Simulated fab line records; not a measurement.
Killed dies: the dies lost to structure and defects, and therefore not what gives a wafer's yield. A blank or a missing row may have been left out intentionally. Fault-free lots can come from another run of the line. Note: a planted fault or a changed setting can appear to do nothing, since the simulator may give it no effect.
A lot that was struck, set against a sound lot	flow sfq-line	32 out of 325 route steps
Sound: these wafers, L166.2, L166.4, L166.5. The struck wafers were L173.4, L173.6. At the end, the cause is stated.
Each step with rows lists, per side, the tool, then ch with its chambers, then its first start. Under that, the readings that differ: sound wafers	struck wafers	difference of the means	sigmas: that difference in standard deviations of wafers without a fault.
alike: readings whose means differ by less than 2 such deviations, and words and numbers that are the same on both sides. not compared: withheld readings, readings that some wafer has no value for, bounds like >300 that may hide the same value, and numbers for which the record gives no deviation and whose values overlap.
The two part at a step that has a row with sigmas, a row that says differs or no value, or rows on one side only. Non-overlapping numbers with no deviation appear without sigmas and do not part them. A reading missing from all wafers of one side parts the sides only when that side holds two or more wafers.

SFQ_INCOMING_BOW_MEAS_900:
  struck on film-metro-02, day 3 17:04; sound on film-metro-02, day 2 06:01
  alike: INCOMING_BOW
then, 1 step without rows for these wafers: SFQ_TRILAYER_INCOMING_OXIDATION_002 (target thk 500 nm, ox time 4939 s).
SFQ_TRILAYER_L0_DEP_SPUTTER_003: material MoNx KI, target thk 40 nm, time 100 s.
  struck on pvd-sputter-05, day 3 19:29; sound on pvd-sputter-03, day 2 08:29
reading	sound	struck	difference	sigmas
model.MoNx_KI_of_TRILAYER_L0_DEP_SPUTTER_003.thk-nm (nm)	40.44 40.61 40.76	42.48 42.11	+1.69	
  alike: throttle-valve-pct
SFQ_L0_RS_MEAS_901: measures by four-point-probe.
  struck on film-metro-02, day 3 19:37; sound on film-metro-02, day 2 08:35
reading	sound	struck	difference	sigmas
L0_MONX_KI_RS (ohm/sq)	43.0 42.8 42.7	40.9 41.3	-1.7	-4
SFQ_L0_THK_MEAS_902: measures by xrf.
  struck on film-metro-02, day 3 19:43; sound on film-metro-02, day 2 08:41
reading	sound	struck	difference	sigmas
L0_MONX_KI_THK (nm)	40.3 40.7 40.8	42.3 42.0	+1.5	+3
then, 6 steps without rows for these wafers: SFQ_TRILAYER_L0_LITHO_COAT_010 (resist thk 62 nm); SFQ_TRILAYER_L0_LITHO_COAT_005 (resist thk 600 nm); SFQ_TRILAYER_L0_LITHO_SOFTBAKE_009; SFQ_TRILAYER_L0_LITHO_EXPOSE_006 (exposes mask L0, target cd 2000 nm); SFQ_TRILAYER_L0_LITHO_PEB_008 (peb time 60 s); SFQ_TRILAYER_L0_LITHO_DEVELOP_007 (time 60 s).
-- the record jumps here: 3 days lie between the struck wafers' starts before and after --
SFQ_TRILAYER_L0_BARC_OPEN_METAL_ETCH_010: etches BARC in O2, target depth 125 nm, time 41.7 s.
  sound on rie-metal-02 ch 1, day 5 09:24; struck on rie-metal-01 ch 0,1, day 7 02:12
reading	sound	struck	difference	sigmas
drypump-motor-current-A (A)	6.5 6.4 6.4	5.4 5.4	-1.0	-2
  alike: oes-product-au
  not compared: rf-hours-counter-h
SFQ_TRILAYER_L0_ETCH_METAL_ETCH_008: etches MoNx KI in SF6/O2, stops on SiO2, target depth 50 nm, time 25 s.
  sound on rie-metal-02 ch 1, day 5 09:31; struck on rie-metal-01 ch 0,1, day 7 02:16
reading	sound	struck	difference	sigmas
drypump-motor-current-A (A)	6.4 6.4 6.4	5.3 5.4	-1.1	-2
oes-product-au (a.u.)	0.886 0.880 0.879	0.904 0.909	+0.025	+4
  not compared: rf-hours-counter-h
then, 2 steps without rows for these wafers: SFQ_TRILAYER_L0_STRIP_STRIP_009 (strips in O2); SFQ_TRILAYER_L0_STRIP_SOLV_CLEAN_010 (cleans in NMP, time 600 s).
SFQ_TRILAYER_L0_CAP_PECVD_011: deposits SiO2 from SiH4/N2O, time 13.333 s, target thk 60 nm.
  sound on pecvd-02 ch 0,1,2, day 5 10:58; struck on pecvd-04 ch 0,2, day 7 03:04
  alike: chamber-pressure-Torr, heater-power-w, throttle-valve-pct
then, 6 steps without rows for these wafers: SFQ_TRILAYER_L0_VIA_LITHO_COAT_018 (resist thk 62 nm); SFQ_TRILAYER_L0_VIA_LITHO_COAT_013 (resist thk 650 nm); SFQ_TRILAYER_L0_VIA_LITHO_SOFTBAKE_017; SFQ_TRILAYER_L0_VIA_LITHO_EXPOSE_014 (exposes mask L0V, target cd 700 nm); SFQ_TRILAYER_L0_VIA_LITHO_PEB_016 (peb time 60 s); SFQ_TRILAYER_L0_VIA_LITHO_DEVELOP_015 (time 60 s).
-- the record jumps here: 4 days lie between the struck wafers' starts before and after --
SFQ_L0V_OVL_MEAS_903:
  struck on overlay-01, day 11 08:40; sound on overlay-02, day 9 06:10
  alike: L0V_OVL
then, 1 step without rows for these wafers: SFQ_TRILAYER_L0_VIA_BARC_OPEN_VIA_ETCH_021 (etches BARC in O2, target depth 125 nm, time 41.7 s).
SFQ_TRILAYER_L0_VIA_ETCH_VIA_ETCH_016: etches SiO2 in CHF3, stops on MoNx KI, target depth 80 nm.
  sound on rie-diel-01 ch 0,2,3, day 9 06:14; struck on rie-diel-01 ch 0,1, day 11 08:45
  alike: drypump-motor-current-A, oes-product-au
SFQ_TRILAYER_L0_VIA_STRIP_STRIP_017: strips in O2.
  sound on rie-metal-01 ch 0,1, day 9 06:17; struck on rie-metal-04 ch 1, day 11 08:59
  alike: drypump-motor-current-A, oes-product-au
  not compared: rf-hours-counter-h
then, 2 steps without rows for these wafers: SFQ_TRILAYER_L0_VIA_STRIP_SOLV_CLEAN_018 (cleans in NMP, time 600 s); SFQ_TRILAYER_M0_DEP_PRE_CLEAN_020 (time 15 s).
SFQ_TRILAYER_M0_DEP_SPUTTER_019: material Nb, target thk 200 nm, time 133.3 s.
  struck on pvd-sputter-06, day 11 09:35; sound on pvd-sputter-04, day 9 07:05
  alike: throttle-valve-pct
SFQ_M0_RS_MEAS_904: measures by four-point-probe.
  struck on film-metro-03, day 11 09:44; sound on film-metro-01, day 9 07:11
  alike: M0_NB_RS
then, 1 step without rows for these wafers: SFQ_TRILAYER_M0_LITHO_COAT_026 (resist thk 62 nm).
-- the record jumps here: 79 days lie between the struck wafers' starts before and after --
SFQ_M8_BOW_MEAS_951:
  struck on film-metro-02, day 90 13:27; sound on film-metro-04, day 80 01:35
reading	sound	struck	difference	sigmas
model.etest.l0.ohm-sq	43.02 42.84 42.68	40.95 41.31	-1.72	
model.etest.l0v.link-ohm	43.92 43.76 43.6	41.87 42.23	-1.71	
model.etest.l0.ohm-um	21.51 21.41 21.35	20.46 20.63	-0.88	
  alike: M8_BOW

== WHERE THEY PART ==
Earliest at SFQ_L0_RS_MEAS_901; latest, in this record, at SFQ_TRILAYER_L0_ETCH_METAL_ETCH_008. Later steps at which nothing parts them and some readings are alike: SFQ_TRILAYER_L0_CAP_PECVD_011, SFQ_L0V_OVL_MEAS_903, SFQ_TRILAYER_L0_VIA_ETCH_VIA_ETCH_016, SFQ_TRILAYER_L0_VIA_STRIP_STRIP_017, SFQ_TRILAYER_M0_DEP_SPUTTER_019, SFQ_M0_RS_MEAS_904, SFQ_M8_BOW_MEAS_951.

WHY: the cause the simulator had injected
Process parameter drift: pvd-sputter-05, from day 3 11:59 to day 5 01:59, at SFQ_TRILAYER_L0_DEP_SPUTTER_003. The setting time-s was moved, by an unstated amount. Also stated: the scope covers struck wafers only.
